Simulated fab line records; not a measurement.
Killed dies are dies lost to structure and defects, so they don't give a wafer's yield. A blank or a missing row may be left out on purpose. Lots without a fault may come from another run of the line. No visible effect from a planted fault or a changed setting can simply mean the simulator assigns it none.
fab line records ; flow gf180mcu
record lots=5; wafers=15; lastDay=33
route steps=602 shown VT_IMPLANT@129 MVSD@136 NWELL@137 LVPWELL@138 MVPSD@139 DUAL_GATE@141
lots that met no fault: from a run of the same line without faults
startH: hours from the record's first day to the start of the lot's first wafer shown ; waitH: hours elapsed since this lot's preceding step ; " unchanged from the row above ; L1.1+2: several wafers, shown together as one row ; - value missing, or start not given ; * or withheld: withheld ; < > ~ a bound
route shown NAME@n: a module of which the file shows steps, and the number in the route of the first ; usual: average and standard deviation across the fault-free wafers ; same: alike in all rows ; chamber/n: place in a boat ; sites: each site's reading ; _std_site: their standard deviation ; _edge_site: outer sites' mean less inner sites' ; radiusMm: for every site, how far away it sits from the centre of the wafer ; mask NAME#n: copy n ; behind: tool/chamber where the wafer was last shaped ; hold: what put the lot on hold/how long, in hours/how the hold closed ; device: which transistor (n, p or np) failed to switch ; end of line: the route-end tests of the same wafers ; for a step that has no rows: nothing shown but its recipe ; killed: dies lost to structure and defects at the first sort, not the wafer's yield ; map: a wafer's dies, marking killed ones x, the rest . and places with no die _
set.NAME: setting as actually run; set.NAME@STEP: the setting as run at that earlier step ; model.NAME: the simulator's own value behind a step, which no gauge read
a table for each step, a row for each wafer; lots at some steps of the route
services: the hour from which a tool's chamber was out of use, counted from the record's first day as startH (under 0 if before that day), plus the number of hours and why
## steps
# step GF_VT_IMPLANT_DEVELOP_39
# recipe developTimeS=60; devTempC=23
lot.wafer;tool;chamber;startH;waitH
L079.1+3+6;lithoTrack-01;0;190.89;0.1
L080.2+3+5;lithoTrack-04;0;201.67;0.1
L087.1+2+5;lithoTrack-02;0;243.94;0.1
L088.1+3+6;lithoTrack-04;0;251.29;0.1
L092.1+3+4;lithoTrack-01;0;277.19;0.1
# step GF_VT_IMPLANT_OVL_MEAS_40
# usual VT_IMPLANT_03_OVL=-0.6/1.6
lot.wafer;tool;chamber;startH;waitH;VT_IMPLANT_03_OVL[nm]
L079.1;overlay-01;-;191.04;0.1;-0.6
L079.3;overlay-01;-;191.04;0.1;-2.3
L079.6;overlay-01;-;191.04;0.1;0.5
L080.2;overlay-02;-;201.80;0.1;-2.7
L080.3;overlay-02;-;201.80;0.1;-1.0
L080.5;overlay-02;-;201.80;0.1;-0.1
L087.1;overlay-02;-;244.09;0.1;-4.2
L087.2;overlay-02;-;244.09;0.1;-2.1
L087.5;overlay-02;-;244.09;0.1;-3.1
L088.1;overlay-01;-;251.44;0.1;-1.2
L088.3;overlay-01;-;251.44;0.1;0.1
L088.6;overlay-01;-;251.44;0.1;-0.4
L092.1;overlay-01;-;277.34;0.1;1.6
L092.3;overlay-01;-;277.34;0.1;-1.1
L092.4;overlay-01;-;277.34;0.1;0.8
# step GF_VT_IMPLANT_IMPLANT_41
# recipe species=As; energyKev=70; doseCm2=1.013e+12; tiltDeg=7
lot.wafer;tool;chamber;startH;waitH
L079.1+3+6;implanter-01;0;191.08;0.0
L080.2+3+5;implanter-03;0;201.85;0.0
L087.1+2+5;implanter-01;0;244.13;0.0
L088.1+3+6;implanter-01;0;251.48;0.0
L092.1+3+4;implanter-03;0;277.38;0.0
# step GF_VT_IMPLANT_STRIP_42
# recipe chemistry=O2/N2; powerW=1400; pressureMtorr=1500; platenTempC=250; o2FlowSccm=3000; n2FlowSccm=300; overashFraction=0.5
# usual drypumpMotorCurrentA=6.44/0.18; heaterPowerW=361/18; oesProductAu=0.716/0.0049; platenTempC=250.01/0.18; stripTimeToEndpointS=12.66/0.04
lot.wafer;tool;chamber;startH;waitH;drypumpMotorCurrentA;heaterPowerW;oesProductAu;platenTempC;rfHoursCounterH;stripTimeToEndpointS
L079.1;plasmaAsher-02;0;191.23;0.1;6.07;321;0.721;249.93;53;12.69
L079.3;plasmaAsher-02;1;191.23;0.1;6.65;375;0.715;250.03;-;12.72
L079.6;plasmaAsher-02;1;191.23;0.1;6.64;368;0.715;250.03;-;12.66
L080.2;plasmaAsher-01;1;201.98;0.1;6.54;367;0.718;250.33;56;12.63
L080.3;plasmaAsher-01;0;201.98;0.1;6.55;344;0.710;250.15;-;12.64
L080.5;plasmaAsher-01;0;201.98;0.1;6.54;349;0.719;250.06;-;12.64
L087.1;plasmaAsher-01;0;244.28;0.1;6.57;350;0.711;250.07;60;12.71
L087.2;plasmaAsher-01;1;244.28;0.1;6.50;362;0.717;249.92;60;12.72
L087.5;plasmaAsher-01;0;244.28;0.1;6.57;350;0.714;249.95;-;12.72
L088.1;plasmaAsher-01;0;251.63;0.1;6.55;352;0.712;249.77;61;12.69
L088.3;plasmaAsher-01;1;251.63;0.1;6.53;372;0.713;250.38;-;12.69
L088.6;plasmaAsher-01;1;251.63;0.1;6.51;371;0.717;250.15;-;12.66
L092.1;plasmaAsher-02;1;277.53;0.1;6.67;376;0.709;250.05;62;12.67
L092.3;plasmaAsher-02;1;277.53;0.1;6.69;364;0.716;250.27;-;12.67
L092.4;plasmaAsher-02;0;277.53;0.1;6.06;318;0.720;250.14;-;12.66
# step GF_VT_IMPLANT_TW_MEAS_43
# usual VT_IMPLANT_4_TW=685/4.3
lot.wafer;tool;chamber;startH;waitH;VT_IMPLANT_4_TW
L079.1;filmMetro-01;-;191.33;0.1;685
L079.3;filmMetro-01;-;191.33;0.1;689
L079.6;filmMetro-01;-;191.33;0.1;684
L080.2;filmMetro-01;-;202.09;0.1;691
L080.3;filmMetro-01;-;202.09;0.1;691
L080.5;filmMetro-01;-;202.09;0.1;690
L087.1;filmMetro-03;-;244.38;0.1;693
L087.2;filmMetro-03;-;244.38;0.1;691
L087.5;filmMetro-03;-;244.38;0.1;693
L088.1;filmMetro-04;-;251.73;0.1;679
L088.3;filmMetro-04;-;251.73;0.1;681
L088.6;filmMetro-04;-;251.73;0.1;682
L092.1;filmMetro-04;-;277.63;0.1;679
L092.3;filmMetro-04;-;277.63;0.1;681
L092.4;filmMetro-04;-;277.63;0.1;677
# step GF_VT_IMPLANT_CLEAN_44
# recipe chemistry=SC1/SC2; mix=1:4:20; tempC=70; timeS=150; dry=n2Spin
lot.wafer;tool;chamber;startH;waitH
L079.1+3+6;wetBench-01;3;191.39;0.1
L080.2+3+5;wetBench-02;3;202.14;0.0
L087.1+2+5;wetBench-04;0;244.44;0.1
L088.1+3+6;wetBench-02;0;251.79;0.1
L092.1+3+4;wetBench-02;2;277.69;0.1
# step GF_VT_IMPLANT_RTA_45
# recipe tempC=1050; timeS=30; ambient=N2
# usual lampPowerPct=32.3/0.93; wafer_temp_C_max=1056.2/1.1
lot.wafer;tool;chamber;startH;waitH;lampPowerPct;wafer_temp_C_max
L079.1;rtpAnneal-01;0;191.49;0.0;33.4;1057.4
L079.3;rtpAnneal-01;0;191.49;0.0;33.4;1057.1
L079.6;rtpAnneal-01;0;191.49;0.0;33.5;1055.5
L080.2;rtpAnneal-02;0;202.21;0.0;31.5;1058.1
L080.3;rtpAnneal-02;0;202.21;0.0;31.5;1056.2
L080.5;rtpAnneal-02;0;202.21;0.0;31.5;1058.2
L087.1;rtpAnneal-01;0;244.49;0.0;33.4;1057.6
L087.2;rtpAnneal-01;0;244.49;0.0;33.4;1055.3
L087.5;rtpAnneal-01;0;244.49;0.0;33.4;1056.9
L088.1;rtpAnneal-02;0;251.84;0.0;31.5;1056.8
L088.3;rtpAnneal-02;0;251.84;0.0;31.5;1056.7
L088.6;rtpAnneal-02;0;251.84;0.0;31.5;1057.4
L092.1;rtpAnneal-02;0;277.74;0.0;31.5;1057.1
L092.3;rtpAnneal-02;0;277.74;0.0;31.5;1054.4
L092.4;rtpAnneal-02;0;277.74;0.0;31.4;1055.0
# step GF_VT_IMPLANT_RS_MEAS_46
# recipe thkMeasGauge=four-point-probe
# usual MVSD_RS=456.7/1.2
lot.wafer;tool;chamber;startH;waitH;MVSD_RS[ohm/sq]
L079.1;filmMetro-04;-;191.59;0.1;455.7
L079.3;filmMetro-04;-;191.59;0.1;457.3
L079.6;filmMetro-04;-;191.59;0.1;457.3
L080.2;filmMetro-04;-;202.31;0.1;456.9
L080.3;filmMetro-04;-;202.31;0.1;457.9
L080.5;filmMetro-04;-;202.31;0.1;457.7
L087.1;filmMetro-03;-;244.59;0.1;457.3
L087.2;filmMetro-03;-;244.59;0.1;456.3
L087.5;filmMetro-03;-;244.59;0.1;456.9
L088.1;filmMetro-03;-;251.94;0.1;455.3
L088.3;filmMetro-03;-;251.94;0.1;455.6
L088.6;filmMetro-03;-;251.94;0.1;456.3
L092.1;filmMetro-04;-;277.84;0.1;458.1
L092.3;filmMetro-04;-;277.84;0.1;459.8
L092.4;filmMetro-04;-;277.84;0.1;458.0
# step GF_VT_IMPLANT_RS_MEAS_47
# recipe thkMeasGauge=four-point-probe
# usual NWELL_RS=487.6/1.1
lot.wafer;tool;chamber;startH;waitH;NWELL_RS[ohm/sq]
L079.1;filmMetro-04;-;191.71;0.1;486.4
L079.3;filmMetro-04;-;191.71;0.1;487.5
L079.6;filmMetro-04;-;191.71;0.1;488.7
L080.2;filmMetro-04;-;202.43;0.1;488.2
L080.3;filmMetro-04;-;202.43;0.1;488.9
L080.5;filmMetro-04;-;202.43;0.1;486.5
L087.1;filmMetro-03;-;244.71;0.1;488.1
L087.2;filmMetro-03;-;244.71;0.1;487.1
L087.5;filmMetro-03;-;244.71;0.1;486.6
L088.1;filmMetro-03;-;252.06;0.1;487.5
L088.3;filmMetro-03;-;252.06;0.1;487.6
L088.6;filmMetro-03;-;252.06;0.1;488.3
L092.1;filmMetro-04;-;277.96;0.1;487.1
L092.3;filmMetro-04;-;277.96;0.1;486.5
L092.4;filmMetro-04;-;277.96;0.1;487.0
# step GF_VT_IMPLANT_RS_MEAS_48
# recipe thkMeasGauge=four-point-probe
# usual LVPWELL_RS=1196/3.2
lot.wafer;tool;chamber;startH;waitH;LVPWELL_RS[ohm/sq]
L079.1;filmMetro-04;-;191.83;0.1;1201
L079.3;filmMetro-04;-;191.83;0.1;1200
L079.6;filmMetro-04;-;191.83;0.1;1201
L080.2;filmMetro-04;-;202.55;0.1;1195
L080.3;filmMetro-04;-;202.55;0.1;1193
L080.5;filmMetro-04;-;202.55;0.1;1195
L087.1;filmMetro-03;-;244.83;0.1;1199
L087.2;filmMetro-03;-;244.83;0.1;1199
L087.5;filmMetro-03;-;244.83;0.1;1196
L088.1;filmMetro-03;-;252.18;0.1;1193
L088.3;filmMetro-03;-;252.18;0.1;1195
L088.6;filmMetro-03;-;252.18;0.1;1196
L092.1;filmMetro-04;-;278.08;0.1;1193
L092.3;filmMetro-04;-;278.08;0.1;1191
L092.4;filmMetro-04;-;278.08;0.1;1194
# step GF_VT_IMPLANT_RS_MEAS_49
# recipe thkMeasGauge=four-point-probe
# usual MVPSD_RS=1167.8/2.6
lot.wafer;tool;chamber;startH;waitH;MVPSD_RS[ohm/sq]
L079.1;filmMetro-04;-;191.95;0.1;1167.9
L079.3;filmMetro-04;-;191.95;0.1;1167.3
L079.6;filmMetro-04;-;191.95;0.1;1165.1
L080.2;filmMetro-04;-;202.67;0.1;1166.2
L080.3;filmMetro-04;-;202.67;0.1;1168.0
L080.5;filmMetro-04;-;202.67;0.1;1170.7
L087.1;filmMetro-03;-;244.95;0.1;1166.3
L087.2;filmMetro-03;-;244.95;0.1;1164.8
L087.5;filmMetro-03;-;244.95;0.1;1169.8
L088.1;filmMetro-03;-;252.30;0.1;1170.1
L088.3;filmMetro-03;-;252.30;0.1;1172.4
L088.6;filmMetro-03;-;252.30;0.1;1169.9
L092.1;filmMetro-04;-;278.20;0.1;1169.2
L092.3;filmMetro-04;-;278.20;0.1;1168.8
L092.4;filmMetro-04;-;278.20;0.1;1170.0
# step GF_VT_IMPLANT_WET_ETCH_50
# recipe chemistry=dHF; targetDepthNm=20; target=SiO2; tempC=25; dilution=100:1; timeS=400
lot.wafer;tool;chamber;startH;waitH
L079.1+3+6;wetBench-01;2;192.07;0.1
L080.2+3+5;wetBench-02;3;202.77;0.1
L087.1+2+5;wetBench-04;2;245.07;0.1
L088.1+3+6;wetBench-01;2;252.42;0.1
L092.1+3+4;wetBench-01;0;278.32;0.1
# step GF_DUAL_GATE_CLEAN_00
# recipe chemistry=SC1/SC2; mix=1:4:20; tempC=70; timeS=150
lot.wafer;tool;chamber;startH;waitH
L079.1+3+6;wetBench-02;3;192.31;0.0
L080.2+3+5;wetBench-01;1;202.89;0.0
L087.1+2+5;wetBench-01;1;245.20;0.0
L088.1+3+6;wetBench-04;3;252.68;0.0
L092.1+3+4;wetBench-04;1;278.43;0.0
# step GF_DUAL_GATE_CLEAN_01
# recipe chemistry=dHF; timeS=20; dilution=100:1; dry=ipaMarangoni
lot.wafer;tool;chamber;startH;waitH
L079.1+3+6;wetBench-01;2;192.36;0.0
L080.2+3+5;wetBench-04;3;203.00;0.0
L087.1+2+5;wetBench-04;2;245.25;0.0
L088.1+3+6;wetBench-02;1;252.73;0.0
L092.1+3+4;wetBench-01;2;278.49;0.0
# step GF_DUAL_GATE_OXIDATION_02
# recipe tempC=900; ambient=O2; stabiliseS=600; purgeS=300; targetThkA=108.87; oxTimeS=1602
# usual tubeCenterTempC=900/0.082
# same purgeS=300
lot.wafer;tool;chamber;startH;waitH;tubeCenterTempC
L079.1;furnace-01;0;193.11;0.7;899.99
L079.3;furnace-01;0;193.11;0.7;899.94
L079.6;furnace-01;0;193.11;0.7;899.82
L080.2;furnace-02;0;204.28;1.3;899.97
L080.3;furnace-02;0;204.28;1.3;899.99
L080.5;furnace-02;0;204.28;1.3;899.96
L087.1;furnace-02;0;249.80;4.5;900.01
L087.2;furnace-02;0;249.80;4.5;900.04
L087.5;furnace-02;0;249.80;4.5;899.99
L088.1;furnace-01;0;253.98;1.2;899.85
L088.3;furnace-01;0;253.98;1.2;900.11
L088.6;furnace-01;0;253.98;1.2;899.99
L092.1;furnace-01;0;278.50;0.0;899.98
L092.3;furnace-01;0;278.50;0.0;900.06
L092.4;furnace-01;0;278.50;0.0;899.97
# step GF_DUAL_GATE_THK_MEAS_03
# recipe reads=SiO2_of_DUAL_GATE_OXIDATION_02
# usual DUAL_GATE_OXIDATION_00_THK=10.96/0.22
lot.wafer;tool;chamber;startH;waitH;DUAL_GATE_OXIDATION_00_THK[nm]
L079.1;filmMetro-03;-;194.56;0.0;10.83
L079.3;filmMetro-03;-;194.56;0.0;10.91
L079.6;filmMetro-03;-;194.56;0.0;10.75
L080.2;filmMetro-02;-;205.74;0.0;10.83
L080.3;filmMetro-02;-;205.74;0.0;10.92
L080.5;filmMetro-02;-;205.74;0.0;10.93
L087.1;filmMetro-01;-;251.24;0.0;10.31
L087.2;filmMetro-01;-;251.24;0.0;10.52
L087.5;filmMetro-01;-;251.24;0.0;10.46
L088.1;filmMetro-02;-;255.42;0.0;11.05
L088.3;filmMetro-02;-;255.42;0.0;10.92
L088.6;filmMetro-02;-;255.42;0.0;10.80
L092.1;filmMetro-02;-;279.95;0.0;10.88
L092.3;filmMetro-02;-;279.95;0.0;11.09
L092.4;filmMetro-02;-;279.95;0.0;11.02
# step GF_DUAL_GATE_DEHYDRATE_04
# recipe tempC=200; timeS=60
lot.wafer;tool;chamber;startH;waitH
L079.1+3+6;lithoTrack-01;0;202.09;7.5
L080.2+3+5;lithoTrack-01;0;213.87;8.1
L087.1+2+5;lithoTrack-01;0;259.59;8.3
L088.1+3+6;lithoTrack-03;0;264.35;8.9
L092.1+3+4;lithoTrack-01;0;289.49;9.5
# step GF_DUAL_GATE_HMDS_05
# recipe primeTimeS=60; primeTempC=120
# usual primeTempC=120.00/0.14
lot.wafer;tool;chamber;startH;waitH;primeTempC
L079.1;lithoTrack-01;0;202.24;0.1;120.03
L079.3;lithoTrack-01;0;202.24;0.1;120.03
L079.6;lithoTrack-01;0;202.24;0.1;119.91
L080.2;lithoTrack-01;0;214.02;0.1;119.90
L080.3;lithoTrack-01;0;214.02;0.1;120.14
L080.5;lithoTrack-01;0;214.02;0.1;119.87
L087.1;lithoTrack-01;0;259.74;0.1;120.12
L087.2;lithoTrack-01;0;259.74;0.1;119.88
L087.5;lithoTrack-01;0;259.74;0.1;120.09
L088.1;lithoTrack-03;0;264.50;0.1;120.16
L088.3;lithoTrack-03;0;264.50;0.1;120.05
L088.6;lithoTrack-03;0;264.50;0.1;120.07
L092.1;lithoTrack-01;0;289.64;0.1;120.02
L092.3;lithoTrack-01;0;289.64;0.1;119.99
L092.4;lithoTrack-01;0;289.64;0.1;119.98
# step GF_DUAL_GATE_COAT_06
# recipe resist=NOVOLAK; spinRpm=3000; resistThkNm=1000
lot.wafer;tool;chamber;startH;waitH
L079.1+3+6;lithoTrack-01;0;202.39;0.1
L080.2+3+5;lithoTrack-01;0;214.17;0.1
L087.1+2+5;lithoTrack-01;0;259.89;0.1
L088.1+3+6;lithoTrack-03;0;264.65;0.1
L092.1+3+4;lithoTrack-01;0;289.79;0.1
# step GF_DUAL_GATE_SOFTBAKE_07
# recipe tempC=90; timeS=60; resist=NOVOLAK
lot.wafer;tool;chamber;startH;waitH
L079.1+3+6;lithoTrack-01;0;202.54;0.1
L080.2+3+5;lithoTrack-01;0;214.32;0.1
L087.1+2+5;lithoTrack-01;0;260.04;0.1
L088.1+3+6;lithoTrack-03;0;264.80;0.1
L092.1+3+4;lithoTrack-01;0;289.94;0.1
## services
tool;chamber;startH;hours;kind
furnace-01;-;170.98;2.7;pm
furnace-02;-;175.71;3.0;pm
wetBench-04;-;178.30;0.5;repair
plasmaAsher-01;-;228.96;2.2;repair
rtpAnneal-01;-;232.85;1.4;pm
furnace-02;-;236.99;12.8;repair
implanter-03;-;255.84;2.6;repair
lithoTrack-04;-;258.04;-;consumableReplace:filter
wetBench-04;-;258.70;1.9;pm
furnace-01;-;281.34;5.6;pm
## key
fault none
